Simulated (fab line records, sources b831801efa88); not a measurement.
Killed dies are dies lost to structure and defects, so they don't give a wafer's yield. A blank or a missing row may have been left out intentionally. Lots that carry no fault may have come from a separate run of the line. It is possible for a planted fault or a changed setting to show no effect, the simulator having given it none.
The tool behind it: which one? ; flow sky130 ; 12 lots (34 wafers sampled), 1 step of a 708-step route

WHAT THE GAUGES SHOWED, per wafer
SKY_CAP2M_OVL_MEAS_12. Usual: CAP2M_OVL typically reads -0.8 nm, with standard deviation 1.6.
lot;measured;on;CAP2M_OVL (nm);flag
L699;day 41 15:27;overlay-02;-2.0 -0.6 -1.3;
L700;day 42 04:22;overlay-01;-1.1 -1.1 -1.2;
L701;day 42 05:59;overlay-01;-3.7 -1.3 -3.5;
L702;day 42 12:47;overlay-01;-2.1 -3.2 -4.0;
L703;day 42 18:25;overlay-01;-0.1 -0.2 0.1;
L705;day 43 07:55;overlay-01;-2.0 -2.1;
L708;day 44 10:38;overlay-01;0.7 -0.6;
L713;day 45 13:47;overlay-02;-0.2 -1.1 0.9;
L714;day 45 18:40;overlay-02;-2.0 -1.6 -0.4;
L715;day 46 01:40;overlay-01;-2.7 -1.7 -1.5;
L717;day 47 03:58;overlay-01;-2.3 -1.5 -3.7;
L718;day 47 04:08;overlay-02;1.1 2.1 2.3;

WHICH TOOL RAN EACH LOT (tool, then ch and the chambers of the sampled wafers, then the start)
No process step before these readings appears in the record.

AS READ BY THE TOOLS THEMSELVES (means over the sampled wafers that have a number; for cases with no such wafer, the mark the record gives instead)
The record holds no such reading with a usual standard deviation.

THE ANSWER, worked out from the rows above alone
Rule: a lot is off if the mean of its wafers that have a number lies more than 3 standard deviations from the usual mean. A lot without any number at a reading at which 4 lots or more have one is off too. All remaining lots with rows at the step are treated as sound. First the gauges in route order, then the tools' own readings, where a lot's mean is used as printed above. At the first step where some lot is off, the reading lying furthest off is the one used; lots without a number count as furthest.
No lot is off on any of the readings shown, so nothing can be concluded from this.

WHAT WAS PUT IN BY THE SIMULATOR
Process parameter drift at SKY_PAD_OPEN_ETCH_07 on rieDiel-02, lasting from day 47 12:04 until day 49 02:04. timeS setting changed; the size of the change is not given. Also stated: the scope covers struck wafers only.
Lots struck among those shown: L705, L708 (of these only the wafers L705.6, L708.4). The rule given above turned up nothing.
